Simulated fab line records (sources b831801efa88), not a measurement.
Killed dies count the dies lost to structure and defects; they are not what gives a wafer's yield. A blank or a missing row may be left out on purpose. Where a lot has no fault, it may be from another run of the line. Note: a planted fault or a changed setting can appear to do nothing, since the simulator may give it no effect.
fab line records | flow sky130
record: lots: 6 | wafers: 18 | last_day: 50
route steps=708 shown CONTACT@411 PAD_OPEN@708
lots that met no fault: taken from a fault-free run of the same line
start_h: hours from the record's first day to the start of the lot's first wafer shown | wait_h: hours since the lot's step before | " identical to the entry in the row above | L1.1+2: a row that stands for several wafers | - no value, or no start was given | * or withheld: withheld | < > ~ a bound
route shown NAME@n: NAME is a module with steps in the file, n the number in the route of the first one | usual: mean/standard deviation taken from wafers without a fault | same: alike in all rows | chamber/n: place in a boat | sites: per-site readings | _std_site: standard deviation of those values | _edge_site: outer sites' mean less inner sites' | radius_mm: for every site, how far away it sits from the centre of the wafer | mask NAME#n: copy n | behind: the most recent tool/chamber to have shaped the wafer | hold: reason for holding the lot/hours on hold/outcome of the hold | device: which transistor (n, p or np) failed to switch | end of line: tests of these same wafers at the route's end | where a step has no rows: the recipe by itself | killed: not the wafer's yield, but the dies lost to structure and defects at the first sort | map: a wafer's dies, marking killed ones x, the rest . and places with no die _
set.NAME: the setting that was run; set.NAME@STEP: the one run at that earlier step | model.NAME: the simulator's own value behind a step, which no gauge read
lots at selected steps of the route; one table per step, one row per wafer
services: from which hour (start_h, from the record's first day; less than 0 if before it) a tool's chamber was out of use, for how many hours, and why
== steps ==
step: SKY_CONTACT_BOW_MEAS_05
recipe: mode: bow
usual: CONTACT_BOW: 80/6.6
lot.wafer | tool          | chamber | start_h | wait_h | CONTACT_BOW[um]
L274.1    | film_metro-04 | -       | 706.27  | 0.1    | 73
L274.3    | "             | -       | "       | "      | 84
L274.4    | "             | -       | "       | "      | 83
L277.1    | film_metro-04 | -       | 733.06  | 0.1    | 75
L277.5    | "             | -       | "       | "      | 89
L277.6    | "             | -       | "       | "      | 86
L283.2    | film_metro-03 | -       | 780.96  | 0.2    | 85
L283.4    | "             | -       | "       | "      | 83
L283.5    | "             | -       | "       | "      | 77
L284.1    | film_metro-01 | -       | 785.29  | 0.1    | 82
L284.2    | "             | -       | "       | "      | 79
L284.3    | "             | -       | "       | "      | 88
L295.2    | film_metro-03 | -       | 869.26  | 0.1    | 80
L295.3    | "             | -       | "       | "      | 86
L295.6    | "             | -       | "       | "      | 74
L297.1    | film_metro-03 | -       | 881.15  | 0.2    | 75
L297.2    | "             | -       | "       | "      | 92
L297.4    | "             | -       | "       | "      | 76
step: SKY_CONTACT_DEHYDRATE_06
recipe: temp_c: 200 | time_s: 60
step: SKY_CONTACT_HMDS_07
recipe: prime_time_s: 60 | prime_temp_c: 120
step: SKY_CONTACT_COAT_08
recipe: resist: BARC | temp_c: withheld | time_s: withheld | spin_rpm: 3000 | resist_thk_nm: 60
step: SKY_CONTACT_COAT_09
recipe: resist: KrF-thick | spin_rpm: 3000 | resist_thk_nm: 450
step: SKY_CONTACT_SOFTBAKE_10
recipe: temp_c: 100 | time_s: 90 | resist: KrF-thick
step: SKY_CONTACT_EXPOSE_11
recipe: mask_id: CTM1 | na: 0.8 | source_shape: annular | sigma_inner: 0.55 | sigma_outer: 0.85 | target_cd_nm: 170 | dose_mj: 38
step: SKY_CONTACT_PEB_12
recipe: peb_temp_c: withheld | peb_time_s: withheld | resist: KrF-thick
step: SKY_CONTACT_DEVELOP_13
recipe: develop_time_s: 60 | resist: KrF-thick | dev_temp_c: 21
step: SKY_CONTACT_CD_MEAS_14
recipe: target_cd_nm: 170
usual: cd_nm: 169.6/1.3
lot.wafer | tool      | chamber | start_h | wait_h | cd_nm
L274.1    | cd_sem-02 | -       | 733.66  | -      | 171.3
L274.3    | "         | -       | "       | "      | 170.6
L274.4    | "         | -       | "       | "      | 171.0
L277.1    | cd_sem-01 | -       | 760.24  | -      | 170.7
L277.5    | "         | -       | "       | "      | 171.5
L277.6    | "         | -       | "       | "      | 170.4
L283.2    | cd_sem-01 | -       | 807.74  | -      | 170.1
L283.4    | "         | -       | "       | "      | 170.0
L283.5    | "         | -       | "       | "      | 170.2
L284.1    | cd_sem-01 | -       | 812.26  | -      | 171.0
L284.2    | "         | -       | "       | "      | 170.1
L284.3    | "         | -       | "       | "      | 168.8
L295.2    | cd_sem-02 | -       | 895.08  | -      | 170.6
L295.3    | "         | -       | "       | "      | 171.0
L295.6    | "         | -       | "       | "      | 170.1
L297.1    | cd_sem-02 | -       | 906.64  | -      | 169.1
L297.2    | "         | -       | "       | "      | 169.8
L297.4    | "         | -       | "       | "      | 170.4
step: SKY_CONTACT_OVL_MEAS_15
usual: CONTACT_OVL: 0/5.6
lot.wafer | tool       | chamber | start_h | wait_h | CONTACT_OVL[nm]
L274.1    | overlay-02 | -       | 733.78  | 0.1    | 11
L274.3    | "          | -       | "       | "      | -4
L274.4    | "          | -       | "       | "      | 1
L277.1    | overlay-02 | -       | 760.36  | 0.1    | 1
L277.5    | "          | -       | "       | "      | -2
L277.6    | "          | -       | "       | "      | -1
L283.2    | overlay-02 | -       | 807.85  | 0.1    | 8
L283.4    | "          | -       | "       | "      | 14
L283.5    | "          | -       | "       | "      | 1
L284.1    | overlay-02 | -       | 812.38  | 0.1    | 6
L284.2    | "          | -       | "       | "      | -3
L284.3    | "          | -       | "       | "      | 5
L295.2    | overlay-01 | -       | 895.18  | 0.1    | -3
L295.3    | "          | -       | "       | "      | 3
L295.6    | "          | -       | "       | "      | 2
L297.1    | overlay-01 | -       | 906.76  | 0.1    | -2
L297.2    | "          | -       | "       | "      | 4
L297.4    | "          | -       | "       | "      | -1
step: SKY_CONTACT_ETCH_16
recipe: chemistry: N2/H2 | target: BARC | ion_energy_ev: 200 | source_w: 500 | bias_w: 100 | pressure_mtorr: 30 | n2_flow_sccm: 100 | h2_flow_sccm: 200 | stop_on: SiO2 | time_s: 45.9 | target_depth_a: 600
usual: drypump_motor_current_A: 5.7/0.62 | oes_product_au: 0.854/0.0049 | rf_fwd_power_W: 495.4/1.9 | throttle_valve_pct: 13.224/0.0092
lot.wafer | tool        | chamber | start_h | wait_h | drypump_motor_current_A | oes_product_au | rf_fwd_power_W | rf_hours_counter_h | throttle_valve_pct
L274.1    | rie_diel-04 | 3       | 733.81  | 0.0    | 6.6                     | 0.844          | 495.1          | 12                 | 13.215
L274.3    | "           | 2       | "       | "      | 5.3                     | 0.860          | 492.7          | 48                 | 13.225
L274.4    | "           | 1       | "       | "      | 6.1                     | 0.852          | 493.2          | 12                 | 13.235
L277.1    | rie_diel-01 | 3       | 760.40  | 0.0    | 5.7                     | 0.855          | 498.9          | 22                 | 13.235
L277.5    | "           | 2       | "       | "      | 5.1                     | 0.852          | 497.3          | -                  | 13.213
L277.6    | "           | 1       | "       | "      | 5.9                     | 0.856          | 497.7          | -                  | 13.218
L283.2    | rie_diel-04 | 1       | 807.88  | 0.0    | 6.1                     | 0.853          | 492.4          | 15                 | 13.230
L283.4    | "           | 3       | "       | "      | 6.6                     | 0.848          | 494.0          | 14                 | 13.225
L283.5    | "           | 2       | "       | "      | 5.3                     | 0.843          | 496.0          | -                  | 13.226
L284.1    | rie_diel-04 | 3       | 812.41  | 0.0    | 6.6                     | 0.855          | 495.8          | 14                 | 13.228
L284.2    | "           | 1       | "       | "      | 6.1                     | 0.849          | 493.6          | 15                 | 13.233
L284.3    | "           | 2       | "       | "      | 5.3                     | 0.859          | 493.8          | 2                  | 13.205
L295.2    | rie_diel-04 | 1       | 895.21  | 0.0    | 6.1                     | 0.848          | 493.2          | 17                 | 13.213
L295.3    | "           | 2       | "       | "      | 5.3                     | 0.851          | 498.4          | 4                  | 13.228
L295.6    | "           | 3       | "       | "      | 6.6                     | 0.851          | 495.5          | -                  | 13.246
L297.1    | rie_diel-03 | 2       | 906.80  | 0.0    | 5.1                     | 0.857          | 494.8          | 19                 | 13.229
L297.2    | "           | 0       | "       | "      | 6.6                     | 0.849          | 495.1          | 4                  | 13.224
L297.4    | "           | 3       | "       | "      | 4.6                     | 0.852          | 493.3          | 1                  | 13.214
step: SKY_CONTACT_ETCH_17
recipe: target: SiO2 | chemistry: C4F8/O2/Ar | stop_on: Si3N4 | mask_material: KrF-thick | source_w: 1500 | bias_w: 1200 | pressure_mtorr: 40 | c4f8_flow_sccm: withheld | O2_flow_sccm: 6 | Ar_flow_sccm: 300 | time_s: withheld | target_depth_a: 3400
usual: oes_product_au: 0.892/0.0046 | rf_fwd_power_W: 1489/5.4
lot.wafer | tool        | chamber | start_h | wait_h | oes_product_au | rf_fwd_power_W | model.CONTACT.feature_depth_nm | model.Si3N4_of_CONTACT_CVD_00.thk_nm | model.KrF-thick_of_CONTACT_COAT_09.thk_nm
L274.1    | rie_diel-04 | 3       | 733.86  | 0.0    | 0.886          | 1476           | 340.4                          | 74.82                                | 325.1
L274.3    | "           | 2       | "       | "      | 0.890          | 1487           | 339.6                          | 73.09                                | 328.2
L274.4    | "           | 1       | "       | "      | 0.891          | 1487           | 340.5                          | 74.53                                | 328.9
L277.1    | rie_diel-01 | 3       | 760.44  | 0.0    | 0.900          | 1489           | 341.2                          | 73.86                                | 327.7
L277.5    | "           | 2       | "       | "      | 0.893          | 1487           | 340.8                          | 75.28                                | 326.9
L277.6    | "           | 1       | "       | "      | 0.890          | 1486           | 342.8                          | 75.11                                | 328.5
L283.2    | rie_diel-04 | 1       | 807.92  | 0.0    | 0.892          | 1726           | 345                            | 69.35                                | 326.4
L283.4    | "           | 3       | "       | "      | 0.898          | 1724           | 344.4                          | 69.46                                | 321.2
L283.5    | "           | 2       | "       | "      | 0.891          | 1724           | 345.8                          | 70.99                                | 324.7
L284.1    | rie_diel-04 | 3       | 812.46  | 0.0    | 0.882          | 1725           | 343.7                          | 70.52                                | 319.6
L284.2    | "           | 1       | "       | "      | 0.879          | 1731           | 342.5                          | 70.02                                | 323.4
L284.3    | "           | 2       | "       | "      | 0.893          | 1737           | 343                            | 69.01                                | 322.3
L295.2    | rie_diel-04 | 1       | 895.26  | 0.0    | 0.898          | 1487           | 341.7                          | 72.11                                | 329
L295.3    | "           | 2       | "       | "      | 0.892          | 1492           | 341.9                          | 73.84                                | 325.4
L295.6    | "           | 3       | "       | "      | 0.889          | 1488           | 340.6                          | 74.56                                | 325.2
L297.1    | rie_diel-03 | 2       | 906.84  | 0.0    | 0.892          | 1485           | 340.8                          | 73.23                                | 329.6
L297.2    | "           | 0       | "       | "      | 0.890          | 1490           | 338.8                          | 73.34                                | 327.5
L297.4    | "           | 3       | "       | "      | 0.893          | 1485           | 339.5                          | 75.15                                | 326.8
step: SKY_CONTACT_ETCH_18
recipe: target: Si3N4 | chemistry: CHF3/O2 | stop_on: TiN | source_w: 600 | bias_w: 200 | pressure_mtorr: 40 | chf3_flow_sccm: 50 | O2_flow_sccm: 5 | time_s: 39 | target_depth_a: 750
usual: O2_flow_sccm: 4.999/0.014 | drypump_motor_current_A: 5.7/0.61 | oes_product_au: 0.853/0.0078 | rf_fwd_power_W: 593.7/2.2 | throttle_valve_pct: 8.793/0.0095
lot.wafer | tool        | chamber | start_h | wait_h | O2_flow_sccm | drypump_motor_current_A | oes_product_au | rf_fwd_power_W | rf_hours_counter_h | throttle_valve_pct | model.etch.depth_nm
L274.1    | rie_diel-04 | 3       | -       | -      | 4.983        | 6.6                     | 0.845          | 594.6          | 12                 | 8.790              | 74.82
L274.3    | "           | 2       | "       | "      | 5.007        | 5.3                     | 0.841          | 593.6          | 48                 | 8.788              | 73.09
L274.4    | "           | 1       | "       | "      | 4.984        | 6.1                     | 0.855          | 593.9          | 13                 | 8.774              | 74.53
L277.1    | rie_diel-01 | 3       | -       | -      | 5.012        | 5.7                     | 0.852          | 592.4          | 22                 | 8.795              | 73.86
L277.5    | "           | 2       | "       | "      | 4.996        | 5.1                     | 0.856          | 594.7          | -                  | 8.800              | 75.28
L277.6    | "           | 1       | "       | "      | 5.034        | 5.9                     | 0.850          | 597.9          | -                  | 8.801              | 75.11
L283.2    | rie_diel-04 | 1       | -       | -      | 5.013        | 6.1                     | 0.822          | 594.4          | 15                 | 8.790              | 69.35
L283.4    | "           | 3       | "       | "      | 4.977        | 6.6                     | 0.822          | 590.8          | 14                 | 8.784              | 69.46
L283.5    | "           | 2       | "       | "      | 4.998        | 5.3                     | 0.830          | 591.9          | -                  | 8.778              | 70.99
L284.1    | rie_diel-04 | 3       | -       | -      | 4.991        | 6.5                     | 0.819          | 590.3          | 14                 | 8.783              | 70.52
L284.2    | "           | 1       | "       | "      | 5.016        | 6.1                     | 0.825          | 589.1          | 15                 | 8.771              | 70.02
L284.3    | "           | 2       | "       | "      | 4.992        | 5.3                     | 0.813          | 593.5          | 2                  | 8.803              | 69.01
L295.2    | rie_diel-04 | 1       | -       | -      | 5.003        | 6.1                     | 0.839          | 591.3          | 17                 | 8.803              | 72.11
L295.3    | "           | 2       | "       | "      | 5.014        | 5.3                     | 0.839          | 594.3          | 4                  | 8.795              | 73.84
L295.6    | "           | 3       | "       | "      | 4.973        | 6.6                     | 0.863          | 594.4          | -                  | 8.789              | 74.56
L297.1    | rie_diel-03 | 2       | -       | -      | 4.992        | 5.1                     | 0.846          | 595.2          | 19                 | 8.808              | 73.23
L297.2    | "           | 0       | "       | "      | 5.014        | 6.6                     | 0.843          | 598.1          | 5                  | 8.782              | 73.34
L297.4    | "           | 3       | "       | "      | 5.002        | 4.6                     | 0.862          | 592.7          | 1                  | 8.786              | 75.15
step: SKY_CONTACT_STRIP_19
recipe: chemistry: O2/N2 | power_w: 1400 | pressure_mtorr: 1500 | platen_temp_c: withheld | o2_flow_sccm: 3000 | n2_flow_sccm: 300 | overash_fraction: 0.5
usual: drypump_motor_current_A: 6.16/0.26 | oes_product_au: 0.381/0.0045 | strip_time_to_endpoint_s: 3.62/0.034
lot.wafer | tool            | chamber | start_h | wait_h | drypump_motor_current_A | oes_product_au | rf_hours_counter_h | strip_time_to_endpoint_s
L274.1    | plasma_asher-04 | 0       | 733.95  | -      | 6.48                    | 0.389          | 31                 | 3.57
L274.3    | "               | 1       | "       | "      | 6.35                    | 0.381          | -                  | 3.61
L274.4    | "               | 0       | "       | "      | 6.44                    | 0.385          | -                  | 3.66
L277.1    | plasma_asher-03 | 0       | 760.53  | -      | 6.03                    | 0.386          | 95                 | 3.64
L277.5    | "               | 0       | "       | "      | 6.05                    | 0.384          | -                  | 3.60
L277.6    | "               | 1       | "       | "      | 6.29                    | 0.376          | -                  | 3.66
L283.2    | plasma_asher-03 | 1       | 808.01  | -      | 6.32                    | 0.383          | 100                | 3.62
L283.4    | "               | 0       | "       | "      | 6.07                    | 0.375          | -                  | 3.53
L283.5    | "               | 1       | "       | "      | 6.31                    | 0.374          | -                  | 3.58
L284.1    | plasma_asher-04 | 1       | 812.55  | -      | 6.43                    | 0.375          | 36                 | 3.53
L284.2    | "               | 0       | "       | "      | 6.45                    | 0.375          | 36                 | 3.61
L284.3    | "               | 1       | "       | "      | 6.46                    | 0.381          | -                  | 3.57
L295.2    | plasma_asher-01 | 1       | 895.35  | -      | 5.72                    | 0.385          | 16                 | 3.63
L295.3    | "               | 1       | "       | "      | 5.72                    | 0.380          | -                  | 3.58
L295.6    | "               | 0       | "       | "      | 5.87                    | 0.375          | -                  | 3.57
L297.1    | plasma_asher-04 | 1       | 906.93  | -      | 6.43                    | 0.387          | 45                 | 3.65
L297.2    | "               | 0       | "       | "      | 6.45                    | 0.377          | 45                 | 3.63
L297.4    | "               | 1       | "       | "      | 6.46                    | 0.371          | -                  | 3.59
step: SKY_PAD_OPEN_PROBE_99
usual: killed_at_M0_to_M3: 43/7.6 | killed_at_M4_up: 2.9/1.7 | killed_at_contacts: 24/5.5 | killed_at_front_end: 15/4.2 | killed_at_other: 0.3/0.52 | killed_dies: 86/9.4 | killed_open: 47/7 | killed_short: 39/6.4
same: gross_dies: 492 | killed_at_back_side: 0
lot.wafer | tool      | chamber | start_h | wait_h | killed_at_M0_to_M3 | killed_at_M4_up | killed_at_contacts | killed_at_front_end | killed_at_other | killed_dies | killed_open | killed_short
L274.1    | prober-01 | -       | 1076.27 | 0.1    | 26                 | 3               | 28                 | 17                  | 0               | 74          | 37          | 35
L274.3    | prober-01 | -       | 1076.37 | 0.2    | 51                 | 2               | 31                 | 13                  | 0               | 97          | 51          | 46
L274.4    | prober-01 | -       | 1076.42 | 0.2    | 44                 | 3               | 20                 | 9                   | 0               | 76          | 42          | 34
L295.2    | prober-01 | -       | 1192.15 | 0.1    | 52                 | 4               | 30                 | 8                   | 0               | 94          | 46          | 48
L295.3    | prober-01 | -       | 1192.20 | 0.2    | 35                 | 1               | 26                 | 19                  | 0               | 81          | 39          | 42
L295.6    | prober-01 | -       | 1192.35 | 0.2    | 44                 | 8               | 18                 | 16                  | 1               | 87          | 38          | 49
killed by level:class
L274.1 LI_CONTACT:geometric_particle:open=9 CONTACT:geometric_particle:open=9 VIA3:geometric_particle:short=6 FIELD_ISO:geometric_particle:open=5 METAL1:geometric_particle:short=5 LOCAL_INTERCONNECT:geometric_particle:short=4 FIELD_ISO:geometric_particle:short=3 POLY_GATE:geometric_particle:short=3
L274.3 VIA1:geometric_particle:open=14 LOCAL_INTERCONNECT:geometric_particle:short=8 CONTACT:geometric_particle:open=8 METAL1:geometric_particle:short=8 LI_CONTACT:geometric_particle:open=7 VIA3:geometric_particle:open=6 VIA2:geometric_particle:open=5 CONTACT:geometric_particle:short=5
L274.4 VIA1:geometric_particle:open=9 CONTACT:geometric_particle:open=7 VIA1:geometric_particle:short=7 VIA3:geometric_particle:open=6 METAL2:geometric_particle:short=6 FIELD_ISO:geometric_particle:open=5 LI_CONTACT:geometric_particle:open=4 CONTACT:geometric_particle:short=4
L295.2 VIA3:geometric_particle:open=11 CONTACT:geometric_particle:open=9 LOCAL_INTERCONNECT:geometric_particle:short=8 VIA1:geometric_particle:open=7 METAL2:geometric_particle:short=6 VIA2:geometric_particle:open=6 VIA3:geometric_particle:short=5 FIELD_ISO:geometric_particle:short=4
L295.3 CONTACT:geometric_particle:open=8 METAL2:geometric_particle:short=8 LOCAL_INTERCONNECT:geometric_particle:short=7 VIA3:geometric_particle:open=7 FIELD_ISO:geometric_particle:short=6 FIELD_ISO:geometric_particle:open=6 LI_CONTACT:geometric_particle:open=5 VIA2:geometric_particle:open=5
L295.6 METAL2:geometric_particle:short=8 VIA3:geometric_particle:open=7 METAL1:geometric_particle:short=6 CONTACT:geometric_particle:short=5 METAL4:geometric_particle:short=5 POLY_GATE:geometric_particle:short=4 POLY_GATE:geometric_particle:open=4 VIA1:geometric_particle:open=4
== services ==
tool            | chamber | start_h | hours | kind
plasma_asher-01 | -       | 733.75  | 9.0   | pm
plasma_asher-01 | 0       | 733.75  | 9.0   | vent_cycle
plasma_asher-01 | 1       | 733.75  | 9.0   | vent_cycle
rie_diel-04     | 3       | 735.90  | 7.5   | repair
plasma_asher-01 | 0       | 742.75  | -     | clean
rie_diel-03     | 2       | 743.35  | 11.7  | repair
rie_diel-04     | 2       | 743.44  | -     | clean
rie_diel-04     | 2       | 743.44  | 15.9  | scheduled_down
rie_diel-04     | 2       | 743.44  | 15.9  | vent_cycle
rie_diel-03     | 0       | 755.06  | -     | clean
rie_diel-03     | 0       | 755.06  | 13.8  | scheduled_down
rie_diel-03     | 0       | 755.06  | 13.8  | vent_cycle
plasma_asher-04 | -       | 770.00  | 29.4  | repair
rie_diel-04     | 1       | 779.01  | 6.4   | repair
rie_diel-04     | -       | 788.21  | 0.8   | repair
rie_diel-01     | 3       | 820.58  | 2.0   | repair
plasma_asher-01 | -       | 826.01  | 0.5   | repair
rie_diel-03     | 3       | 826.75  | 6.9   | repair
rie_diel-03     | 3       | 848.92  | -     | clean
rie_diel-03     | 3       | 848.92  | 38.6  | scheduled_down
rie_diel-03     | 3       | 848.92  | 38.6  | vent_cycle
rie_diel-04     | -       | 856.83  | 0.5   | repair
plasma_asher-01 | -       | 867.70  | 3.3   | repair
rie_diel-03     | 1       | 894.74  | 1.9   | repair
== key ==
first_sign: step: SKY_CONTACT_ETCH_17 | reading: rf_fwd_power_W | direction: up | sigmas: 44 | usual: 1489 | struck: 1728
effect: step: SKY_CONTACT_ETCH_18 | reading: oes_product_au | direction: down | sigmas: 3.9 | usual: 0.853 | struck: 0.822
model_effect: step: SKY_CONTACT_ETCH_17 | value: CONTACT.feature_depth_nm | without: 340 | struck: 344.1
model_effect: step: SKY_CONTACT_ETCH_18 | value: etch.depth_nm | without: 73.97 | struck: 69.89
met_at SKY_CONTACT_ETCH_17
struck_wafers L283.2,L283.4,L283.5,L284.1,L284.2,L284.3
tester_left_out L283,L284
onset_between 733.86 807.92
fault: kind: process_parameter_drift | tool: rie_diel-04 | chamber: - | onset_h: 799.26 | steps: SKY_CONTACT_ETCH_17 | channel: source_w | offset: 240 | shape: step | end_h: 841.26 | acts_in: these_recipes_only | stated: 1500
tester_left_out: of these lots the tester's yield and bins aren't shown, on N5 and GAA mostly nor the transistor test; their killed dies are dies lost to structure and defects alone, not to doping, threshold or leakage, so they don't give the yield
